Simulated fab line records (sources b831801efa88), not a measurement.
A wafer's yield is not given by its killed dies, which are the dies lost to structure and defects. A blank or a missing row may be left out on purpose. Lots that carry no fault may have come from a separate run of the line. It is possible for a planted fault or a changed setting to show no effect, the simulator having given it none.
Which tool did it?	flow sky130	Sampling: 10 lots, 30 wafers, 2 of 708 route steps

## WHAT THE GAUGES SHOWED, per wafer
SKY_VIA2_THK_MEAS_23: measures by xrf.
lot	measured	on	VIA2_W_THK (nm)
L355	day 36 16:09	film metro-01	394 396 397
L356	day 37 11:30	film metro-01	414 401 413
L357	day 37 16:16	film metro-03	406 417 409
L363	day 39 04:47	film metro-01	410 405 407
L365	day 40 01:41	film metro-01	404 396 403
L369	day 41 05:37	film metro-01	407 402 414
L370	day 41 18:05	film metro-04	425 418 421
L371	day 42 10:41	film metro-01	413 400 416
L375	day 42 19:16	film metro-04	422 427 418
L376	day 42 23:28	film metro-03	410 423 409

## WHAT TOOL EACH LOT RAN ON (gives the tool, then ch and the chambers of the sampled wafers, and finally the start)
lot	SKY_METAL1_ETCH_18
L355	rie metal-01 ch 1, day 33 02:00
L356	rie metal-01 ch 0,1, day 33 22:46
L357	rie metal-01 ch 0,1, day 34 02:19
L363	rie metal-03 ch 1, day 35 17:16
L365	rie metal-02 ch 1, day 36 15:29
L369	rie metal-03 ch 0,1, day 37 22:02
L370	rie metal-02 ch 0,1, day 38 11:19
L371	rie metal-01 ch 0,1, day 39 03:26
L375	rie metal-02 ch 0,1, day 39 15:40
L376	rie metal-01 ch 0,1, day 39 16:37
- SKY_METAL1_ETCH_18: etches BARC in N2/H2, stops on SiO2, time 45.9 s, target depth 60 nm.

## THE ANSWER, worked out from the rows above alone
Rule: usual is defined by the lots themselves. Put in order of their means at a reading, lots are off if they are a third of the lots or fewer, leave a main group of 4 or more, and stand apart from it by a gap of 3 or more times the standard deviation of the main group's means; of several such gaps the widest counts. A main group whose means are all the same, to the digits that the tables above print for the reading, isn't used. A lot without any number at a reading at which 4 lots or more have one is off too. The other lots that the step has rows for count as sound.
Nothing can be told from this: no lot is off at any reading shown.

## WHAT THE SIMULATOR HAD INSERTED
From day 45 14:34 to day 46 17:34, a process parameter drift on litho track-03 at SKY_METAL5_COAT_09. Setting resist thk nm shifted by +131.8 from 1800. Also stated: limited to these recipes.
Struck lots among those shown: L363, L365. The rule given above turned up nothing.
